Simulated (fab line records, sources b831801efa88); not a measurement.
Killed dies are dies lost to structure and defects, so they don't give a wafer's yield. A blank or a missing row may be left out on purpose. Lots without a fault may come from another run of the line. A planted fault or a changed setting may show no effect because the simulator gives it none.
Chamber matching | flow gf180mcu | GF_MIM_CVD_05 on pecvd-01: 3 sister chambers
The step deposits Si3N4, target thk 42 nm, time 29.086 s. 39 wafers are shown with their chamber, then 12 later ones without.

WAFERS WITH THEIR CHAMBER
wafer  | chamber | heater_power_w (W)
L075.1 | 0       | 615
L075.3 | 1       | 599
L075.5 | 0       | 610
L077.1 | 0       | 623
L077.2 | 2       | 618
L077.3 | 1       | 578
L077.4 | 0       | 632
L077.5 | 2       | 637
L077.6 | 1       | 576
L078.3 | 0       | 721
L078.4 | 2       | 671
L078.5 | 1       | 552
L080.3 | 1       | 608
L080.5 | 1       | 583
L080.6 | 0       | 643
L083.1 | 0       | 723
L083.4 | 2       | 775
L083.6 | 1       | 593
L084.1 | 1       | 528
L084.2 | 0       | 612
L084.6 | 1       | 519
L085.1 | 2       | 745
L085.3 | 1       | 558
L085.6 | 0       | 599
L086.1 | 1       | 506
L086.2 | 2       | 683
L086.3 | 0       | 702
L086.4 | 2       | 695
L086.5 | 1       | 510
L086.6 | 0       | 685
L087.1 | 1       | 613
L087.2 | 0       | 697
L087.3 | 2       | 764
L087.4 | 2       | 767
L087.5 | 1       | 616
L087.6 | 0       | 687
L092.1 | 1       | 500
L092.2 | 2       | 619
L092.3 | 0       | 666

SIGNATURES (means of the wafers above)
reading        | chamber 0 | chamber 1 | chamber 2 | scatter within a chamber
heater_power_w | 658.21    | 562.60    | 697.40    | 48.1
Rule: a wafer's distance from a chamber is the root of the sum, over the readings, of the square of ((its reading less the chamber's mean) divided by the reading's scatter). The wafer belongs to the nearest chamber; if the next one is less than 2 further off, it can't be placed. The scatter: the root of (the sum of the squares of (reading less its chamber's mean) over the shown wafers, divided by (wafers less chambers)).

WAFERS WITHOUT THEIR CHAMBER
wafer  | heater_power_w (W)
L092.4 | 504
L092.5 | 654
L092.6 | 634
L094.1 | 796
L094.2 | 581
L094.3 | 677
L093.1 | 651
L093.2 | 570
L093.6 | 652
L095.1 | 762
L095.4 | 603
L095.6 | 750

WHICH CHAMBER EACH WENT THROUGH
wafer  | from the rows above          | in truth
L092.4 | can't be placed: 1 or 0      | 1
L092.5 | can't be placed: 0 or 2 or 1 | 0
L092.6 | can't be placed: 0 or 2 or 1 | 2
L094.1 | can't be placed: 2 or 0      | 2
L094.2 | can't be placed: 1 or 0      | 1
L094.3 | can't be placed: 0 or 2 or 1 | 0
L093.1 | can't be placed: 0 or 2 or 1 | 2
L093.2 | can't be placed: 1 or 0      | 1
L093.6 | can't be placed: 0 or 2 or 1 | 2
L095.1 | can't be placed: 2 or 0      | 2
L095.4 | can't be placed: 1 or 0 or 2 | 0
L095.6 | can't be placed: 2 or 0      | 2
Placed correctly: 0 of 12. Can't be placed from these rows: 12 (the true chamber is among the candidates in 12). Placed wrongly: 0.
